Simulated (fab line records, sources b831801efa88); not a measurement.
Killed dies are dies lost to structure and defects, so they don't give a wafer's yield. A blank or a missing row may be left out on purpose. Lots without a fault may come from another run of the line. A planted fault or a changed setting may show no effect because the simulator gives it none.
Which tool did it? | flow sky130 | 7 lots, 19 wafers sampled, at 2 steps of a route of 708

WHAT THE GAUGES READ, wafer by wafer
SKY_METAL2_RS_MEAS_05: measures by four-point-probe.
lot  | measured     | on            | METAL2_ALCU_RS (ohm/sq)
L997 | day 34 08:42 | film_metro-03 | 0.1278 0.1267 0.1281
L999 | day 35 03:24 | film_metro-01 | 0.1270 0.1272 0.1287
L101 | day 35 23:41 | film_metro-01 | 0.1299 0.1291 0.1300
L107 | day 37 17:14 | film_metro-03 | 0.1267 0.1286 0.1283
L109 | day 37 22:43 | film_metro-01 | 0.1279 0.1282 0.1277
L117 | day 40 13:14 | film_metro-03 | 0.1331 0.1329 0.1329 0.1329
L119 | day 41 02:01 | film_metro-01 | 0.1352 0.1264 0.1354 0.1265

WHICH TOOL RAN EACH LOT (tool, then ch and the chambers of the sampled wafers, then the start)
lot  | SKY_METAL2_SPUTTER_02
L997 | pvd_sputter-03, day 34 08:34
L999 | pvd_sputter-03, day 35 03:15
L101 | pvd_sputter-01, day 35 23:35
L107 | pvd_sputter-04, day 37 17:07
L109 | pvd_sputter-04, day 37 22:37
L117 | pvd_sputter-03, day 40 13:07
L119 | pvd_sputter-03, day 41 01:54
- SKY_METAL2_SPUTTER_02: material AlCu, target thk 250 nm, time 13.3 s.

THE ANSWER, worked out from the rows above alone
Rule: what is usual is taken from the lots themselves. Put in order of their means at a reading, lots are off if they are a third of the lots or fewer, leave a main group of 4 or more, and stand apart from it by a gap of 3 or more times the standard deviation of the main group's means; of several such gaps the widest counts. A main group whose means are all the same, to the digits that the tables above print for the reading, isn't used. A lot without any number at a reading at which 4 lots or more have one is off too. The other lots that the step has rows for count as sound.
No lot is off at any reading shown: from this, nothing can be told.

WHAT THE SIMULATOR HAD PUT IN
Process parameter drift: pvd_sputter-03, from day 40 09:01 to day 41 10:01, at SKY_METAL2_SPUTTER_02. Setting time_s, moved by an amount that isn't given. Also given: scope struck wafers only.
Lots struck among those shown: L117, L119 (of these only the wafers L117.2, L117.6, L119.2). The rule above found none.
